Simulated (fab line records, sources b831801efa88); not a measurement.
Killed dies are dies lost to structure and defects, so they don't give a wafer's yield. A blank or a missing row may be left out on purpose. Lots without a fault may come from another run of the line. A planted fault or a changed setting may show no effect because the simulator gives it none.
A struck lot beside a sound one | flow sky130 | 21 steps out of a route of 708
Sound: wafers L436.2, L436.4, L436.6. Struck: wafer L457.1. (L457.5 of the same lot was not struck and is left out.) The cause comes at the end.
At each step with rows: each side's tool, then ch and its chambers, then its first start. Under that, the readings that differ: sound wafers | struck wafers | difference of the means | sigmas: that difference in standard deviations of wafers without a fault.
alike: readings whose means differ by less than 2 such deviations, and words and numbers that are the same on both sides. not compared: withheld readings, readings that some wafer has no value for, bounds like >300 that may hide the same value, and numbers for which the record gives no deviation and whose values overlap.
The two part at a step that has a row with sigmas, a row that says differs or no value, or rows on one side only. Numbers that don't overlap but have no deviation are shown without sigmas and don't part them. A reading that every wafer of one side lacks parts them only if that side has two wafers or more.

first, 2 steps without rows for these wafers: SKY_LDD_HVP_PEB_05; SKY_LDD_HVP_DEVELOP_06 (develop time 60 s).
SKY_LDD_HVP_OVL_MEAS_07:
  sound on overlay-02, day 21 14:41; struck on overlay-02, day 29 04:32
  alike: LDD_HVP_OVL
then, 1 step without rows for these wafers: SKY_LDD_HVP_IMPLANT_08.
SKY_LDD_HVP_STRIP_09: strips in O2/N2.
  sound on plasma_asher-03 ch 0,1, day 21 14:52; struck on plasma_asher-04 ch 1, day 29 04:43
  alike: drypump_motor_current_A, oes_product_au, strip_time_to_endpoint_s
  not compared: rf_hours_counter_h
SKY_LDD_HVP_TW_MEAS_10:
  sound on film_metro-03, day 21 14:58; struck on film_metro-04, day 29 04:49
  alike: LDD_HVP_TW
then, 6 steps without rows for these wafers: SKY_LDD_LDN_DEHYDRATE_00 (time 60 s); SKY_LDD_LDN_HMDS_01 (prime time 60 s); SKY_LDD_LDN_COAT_02 (resist thk 1140 nm); SKY_LDD_LDN_SOFTBAKE_03 (time 60 s); SKY_LDD_LDN_EXPOSE_04 (exposes mask LDNTM, target cd 700 nm); SKY_LDD_LDN_PEB_05.
SKY_LDD_LDN_DEVELOP_06: develop time 60 s.
  sound on litho_track-01 ch 0, day 22 20:39; struck on litho_track-02 ch 0, day 30 07:50
SKY_LDD_LDN_OVL_MEAS_07:
  sound on overlay-02, day 22 20:47; struck on overlay-02, day 30 07:59
  not compared: LDD_LDN_OVL
then, 4 steps without rows for these wafers: SKY_LDD_LDN_IMPLANT_08; SKY_LDD_LDN_IMPLANT_09; SKY_LDD_LDN_IMPLANT_10; SKY_LDD_LDN_IMPLANT_11.
SKY_LDD_LDN_STRIP_12: strips in O2/N2.
  sound on plasma_asher-02 ch 0, day 22 21:25; struck on plasma_asher-01 ch 0, day 30 08:37
  reading                     | sound       | struck | difference | sigmas
  drypump_motor_current_A (A) | 6.3 6.3 6.2 | 5.5    | -0.8       | -2
  alike: oes_product_au, strip_time_to_endpoint_s
  not compared: rf_hours_counter_h
SKY_LDD_LDN_TW_MEAS_13:
  sound on film_metro-01, day 22 21:31; struck on film_metro-03, day 30 08:43
  reading    | sound          | struck | difference | sigmas
  LDD_LDN_TW | 1473 1471 1468 | 30     | -1441      | -99 or more
then, 1 step without rows for these wafers: SKY_LDD_LDN_CLEAN_14 (cleans in SC1/SC2, time 150 s).

WHERE THEY PART
First at SKY_LDD_LDN_STRIP_12; last, within this record, at SKY_LDD_LDN_TW_MEAS_13.

WHY: what the simulator had put in
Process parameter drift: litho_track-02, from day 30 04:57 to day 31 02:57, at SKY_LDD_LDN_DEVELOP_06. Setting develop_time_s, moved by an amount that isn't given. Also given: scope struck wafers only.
